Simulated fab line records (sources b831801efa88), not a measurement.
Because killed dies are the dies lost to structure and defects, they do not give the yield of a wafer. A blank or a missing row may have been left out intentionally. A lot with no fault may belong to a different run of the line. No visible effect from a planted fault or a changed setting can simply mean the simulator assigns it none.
Split-lot study	flow sky130	on a route of 708 steps: 5 lots, 23 wafers read

## ON THE SPLIT
At SKY_VIA4_COAT_06 (resist thk 1140 nm), the setting resist-thk-nm was moved away from the recipe's 1140 nm on 7 of the 23 wafers read, by +1.5% to +4.6%. All remaining wafers had this setting at the recipe value.

The reading comes from the split's own step.

## THE READING
NOVOLAK_of_VIA4_COAT_06.thk-nm (the simulator's own value, which no gauge read), in nm, at SKY_VIA4_COAT_06 (resist thk 1140 nm). The file gives no usual value for it. Here, 16 wafers ran the recipe; their average is 1140 nm with a standard deviation of 2.6 nm.

wafer	tool, chamber at the split	resist-thk-nm as run, nm	against the recipe	NOVOLAK_of_VIA4_COAT_06.thk-nm, nm	against lot-mates on the recipe
L076.2	litho-track-02, 0	1140	recipe	1137	-
L076.4	litho-track-02, 0	1140	recipe	1141	-
L076.5	litho-track-02, 0	1140	recipe	1143	-
L077.1	litho-track-04, 0	1140	recipe	1143	-
L077.2	litho-track-04, 0	1159	+1.7%	1158	+18
L077.4	litho-track-04, 0	1159	+1.7%	1160	+20
L077.5	litho-track-04, 0	1140	recipe	1138	-
L077.6	litho-track-04, 0	1140	recipe	1140	-
L082.1	litho-track-04, 0	1140	recipe	1137	-
L082.2	litho-track-04, 0	1192	+4.6%	1191	+54
L082.3	litho-track-04, 0	1140	recipe	1135	-
L082.4	litho-track-04, 0	1140	recipe	1140	-
L082.6	litho-track-04, 0	1192	+4.6%	1194	+57
L083.1	litho-track-04, 0	1157	+1.5%	1160	+18
L083.2	litho-track-04, 0	1157	+1.5%	1161	+19
L083.3	litho-track-04, 0	1140	recipe	1141	-
L083.4	litho-track-04, 0	1140	recipe	1143	-
L083.6	litho-track-04, 0	1157	+1.5%	1159	+17
L084.1	litho-track-04, 0	1140	recipe	1141	-
L084.2	litho-track-04, 0	1140	recipe	1142	-
L084.3	litho-track-04, 0	1140	recipe	1135	-
L084.5	litho-track-04, 0	1140	recipe	1140	-
L084.6	litho-track-04, 0	1140	recipe	1140	-

THE FIT
A straight line over all 23 wafers: NOVOLAK_of_VIA4_COAT_06.thk-nm changes by +11.7 nm for each +1% of resist-thk-nm; r = +0.99; the points scatter about the line by 2.5 nm.
The same after taking each lot's own level away (the mean of its wafers on the recipe; 23 wafers): +12 nm for each +1%; r = +0.99; scatter 2 nm.
Per that fit: largest resist-thk-nm move, reading shift of 55 nm.
The lots' own levels span 1137.3 to 1142.0 nm, that is 1.8 times the standard deviation above.
The two slopes agree, so the slope changes little with the lot-to-lot level.
Check: for one of the wafers moved furthest among these (+4.6%), held out of the fit, the line's prediction against its lot-mates is +55.5 nm. It came out at +53.7 nm against them.

## FURTHER SPLITS ON THESE WAFERS
Other splits were also applied to these wafers ahead of the reading. Each is held against what the fit with the lots' levels taken away leaves over:
other split on the same wafers	wafers away from the commonest value	r with NOVOLAK_of_VIA4_COAT_06.thk-nm (lot level and that fit taken away)
SKY_METAL3_EXPOSE_10 dose-mj	9	-0.16
SKY_VIA3_CMP_02 leave-above-ref-nm	11	-0.04
SKY_VIA3_SOFTBAKE_08 time-s	7	-0.12
SKY_VIA3_SPUTTER_20 chamber-pressure-pa	15	+0.09
SKY_CAP2M_COAT_07 spin-rpm	7	+0.02
SKY_CAP2M_DEVELOP_11 develop-time-s	6	+0.03
SKY_VIA4_HDPCVD_00 sih4-flow-sccm	5	+0.06

## THE WHOLE CHAIN: every reading that the file lists as answering this split, in the file's order
step	what it does	reading	change (the file's fit)	r (the file's)
SKY_VIA4_COAT_06	resist thk 1140 nm	NOVOLAK_of_VIA4_COAT_06.thk-nm (the simulator's own value, which no gauge read)	+12 nm for each +1% of the setting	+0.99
SKY_VIA4_STRIP_13	strips in O2/N2	strip-time-to-endpoint-s	withheld for each +1% of the setting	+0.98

## FILE'S OWN FIT
NOVOLAK_of_VIA4_COAT_06.thk-nm changes by +12 nm for each +1% of resist-thk-nm, r = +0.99.
